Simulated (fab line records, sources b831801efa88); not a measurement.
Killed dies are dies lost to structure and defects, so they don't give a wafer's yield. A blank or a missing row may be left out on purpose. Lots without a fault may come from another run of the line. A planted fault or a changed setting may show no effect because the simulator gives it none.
Chamber matching | flow gf180mcu | GF_STI_CMP_25 on cmp-01: 4 sister chambers
The step polishes, stops on Si3N4, t overpolish 33 s, target thk 524.6 nm. 4 wafers are shown with their chamber, then 10 later ones without.

WAFERS WITH THEIR CHAMBER
wafer  | chamber | motor_current_A (A)
L820.6 | 3       | 11.2
L824.5 | 0       | 10.9
L826.1 | 2       | 13.5
L826.2 | 1       | 12.1

WAFERS WITHOUT THEIR CHAMBER
wafer  | motor_current_A (A)
L826.3 | 10.7
L827.2 | 10.9
L827.3 | 13.1
L827.5 | 10.6
L828.1 | 13.8
L828.4 | 12.1
L828.6 | 10.7
L840.3 | 12.1
L840.5 | 14.2
L840.6 | 12.3

WHICH CHAMBER EACH WENT THROUGH
wafer  | from the rows above     | in truth
L826.3 | can't be placed: 0 or 3 | 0
L827.2 | can't be placed: 0 or 3 | 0
L827.3 | can't be placed: 2 or 1 | 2
L827.5 | can't be placed: 0 or 3 | 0
L828.1 | 2                       | 2
L828.4 | 1                       | 1
L828.6 | can't be placed: 0 or 3 | 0
L840.3 | 1                       | 1
L840.5 | 2                       | 2
L840.6 | 1                       | 1
Placed correctly: 5 of 10. Can't be placed from these rows: 5 (the true chamber is among the candidates in 5). Placed wrongly: 0.
How it was worked out, from the rows above alone: a wafer's distance from a chamber is the root of the sum, over the readings, of the square of ((its reading less the chamber's mean) divided by the reading's scatter). The wafer belongs to the nearest chamber; if the next one is less than 2 further off, it can't be placed. A chamber's mean is the mean of its shown wafers. The scatter: with one shown wafer a chamber, the root of the mean of the squares of how far each hidden wafer lies from its nearest shown one.
